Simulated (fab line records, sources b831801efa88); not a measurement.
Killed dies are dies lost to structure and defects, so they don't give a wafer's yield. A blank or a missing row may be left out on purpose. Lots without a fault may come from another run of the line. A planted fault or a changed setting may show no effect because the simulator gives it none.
A struck lot beside a sound one | flow sky130 | 18 steps out of a route of 708
Sound: wafers L182.1, L182.2, L182.4. Struck: wafers L191.2, L191.3, L191.5. The cause comes at the end.
At each step with rows: each side's tool, then ch and its chambers, then its first start. Under that, the readings that differ: sound wafers | struck wafers | difference of the means | sigmas: that difference in standard deviations of wafers without a fault.
alike: readings whose means differ by less than 2 such deviations, and words and numbers that are the same on both sides. not compared: withheld readings, readings that some wafer has no value for, bounds like >300 that may hide the same value, and numbers for which the record gives no deviation and whose values overlap.
The two part at a step that has a row with sigmas, a row that says differs or no value, or rows on one side only. Numbers that don't overlap but have no deviation are shown without sigmas and don't part them. A reading that every wafer of one side lacks parts them only if that side has two wafers or more.

first, 3 steps without rows for these wafers: SKY_SONOS_ONO_WET_ETCH_18 (etches Si3N4 in H3PO4, target depth 15 nm, time 172 s); SKY_GATE_OXIDE_CLEAN_00 (cleans in SC1/SC2, time 150 s); SKY_GATE_OXIDE_OXIDATION_01 (stabilise 600 s, purge 300 s, target thk 10.268 nm).
SKY_GATE_OXIDE_THK_MEAS_02:
  sound on film_metro-03, day 16 15:02; struck on film_metro-03, day 20 05:22
  reading                          | sound          | struck            | difference | sigmas
  GATE_OXIDE_OXIDATION_00_THK (nm) | 9.93 9.70 9.82 | 10.42 10.28 10.33 | +0.53      | +2
then, 7 steps without rows for these wafers: SKY_GATE_OXIDE_DEHYDRATE_03 (time 60 s); SKY_GATE_OXIDE_HMDS_04 (prime time 60 s); SKY_GATE_OXIDE_COAT_05 (resist thk 1140 nm); SKY_GATE_OXIDE_SOFTBAKE_06 (time 60 s); SKY_GATE_OXIDE_EXPOSE_07 (exposes mask LVOM, target cd 600 nm); SKY_GATE_OXIDE_PEB_08; SKY_GATE_OXIDE_DEVELOP_09 (develop time 60 s).
SKY_GATE_OXIDE_OVL_MEAS_10:
  sound on overlay-01, day 17 20:19; struck on overlay-02, day 21 12:01
  reading             | sound         | struck      | difference | sigmas
  GATE_OXIDE_OVL (nm) | -1.2 0.5 -0.6 | 2.4 2.1 1.8 | +2.5       | +2
SKY_GATE_OXIDE_IMPLANT_11:
  sound on implanter-04 ch 0, day 17 20:21; struck on implanter-04 ch 0, day 21 12:05
  reading            | sound             | struck            | difference | sigmas
  beam_on_s (s)      | 10.23 9.86 10.19  | 11.30 11.25 11.34 | +1.20      | +6
  faraday_current_uA | 14.62 15.02 14.67 | 13.15 13.27 13.19 | -1.57      | -6
  alike: beam_energy_keV
then, 1 step without rows for these wafers: SKY_GATE_OXIDE_WET_ETCH_12 (etches SiO2 in dHF, target depth 16.8 nm, time 336 s).
SKY_GATE_OXIDE_STRIP_13: strips in O2/N2.
  sound on plasma_asher-02 ch 0,1, day 17 20:36; struck on plasma_asher-04 ch 0, day 21 12:18
  alike: drypump_motor_current_A, oes_product_au, strip_time_to_endpoint_s
  not compared: rf_hours_counter_h
SKY_GATE_OXIDE_TW_MEAS_14:
  sound on film_metro-04, day 17 20:42; struck on film_metro-01, day 21 12:25
  reading       | sound             | struck            | difference | sigmas
  GATE_OXIDE_TW | 224.5 225.1 225.7 | 232.6 234.5 233.9 | +8.6       | +6
then, 1 step without rows for these wafers: SKY_GATE_OXIDE_CLEAN_15 (cleans in SC1/SC2, time 150 s).
-- the record jumps here: 29 days lie between the struck wafers' starts before and after (it left off in module GATE_OXIDE and takes up again in module PAD_OPEN, whose first step shown is number 708 of the route) --
SKY_PAD_OPEN_PROBE_99:
  sound on prober-02, day 48 17:08; struck on prober-01, day 50 18:34
  reading                                   | sound             | struck            | difference | sigmas
  model.etest.tip_p.rs_ohm_sq               | 6658 6651 6696    | 6792 6752 6748    | +96        |
  model.etest.nfet_01v8_lvt.drive_ua_um     | 564.5 570.4 573   | 540.8 556.4 547.8 | -21.0      |
  model.etest.pfet_01v8_lvt.drive_ua_um     | 181.2 182.4 180.9 | 191.9 195 197.6   | +13.3      |
  model.etest.nfet_01v8.drive_ua_um         | 495.5 499 494.9   | 478.3 491.9 478.2 | -13.7      |
  model.etest.nfet_01v8_turned.drive_ua_um  | 501.5 500.4 501.6 | 478.5 492.8 478.8 | -17.8      |
  model.etest.nfet_01v8_swapped.drive_ua_um | 495.2 503.9 501.6 | 480.9 490.2 480.9 | -16.2      |
  alike: killed_at_M0_to_M3, killed_at_M4_up, killed_at_contacts, killed_at_front_end, killed_at_other, killed_dies, killed_open, killed_short
  not compared: model.etest.pfet_01v8.r_on_ohm_um, model.etest.pfet_01v8.drive_ua_um

WHERE THEY PART
First at SKY_GATE_OXIDE_THK_MEAS_02; last, within this record, at SKY_GATE_OXIDE_TW_MEAS_14. Later steps at which nothing parts them and some readings are alike: SKY_PAD_OPEN_PROBE_99.

WHY: what the simulator had put in
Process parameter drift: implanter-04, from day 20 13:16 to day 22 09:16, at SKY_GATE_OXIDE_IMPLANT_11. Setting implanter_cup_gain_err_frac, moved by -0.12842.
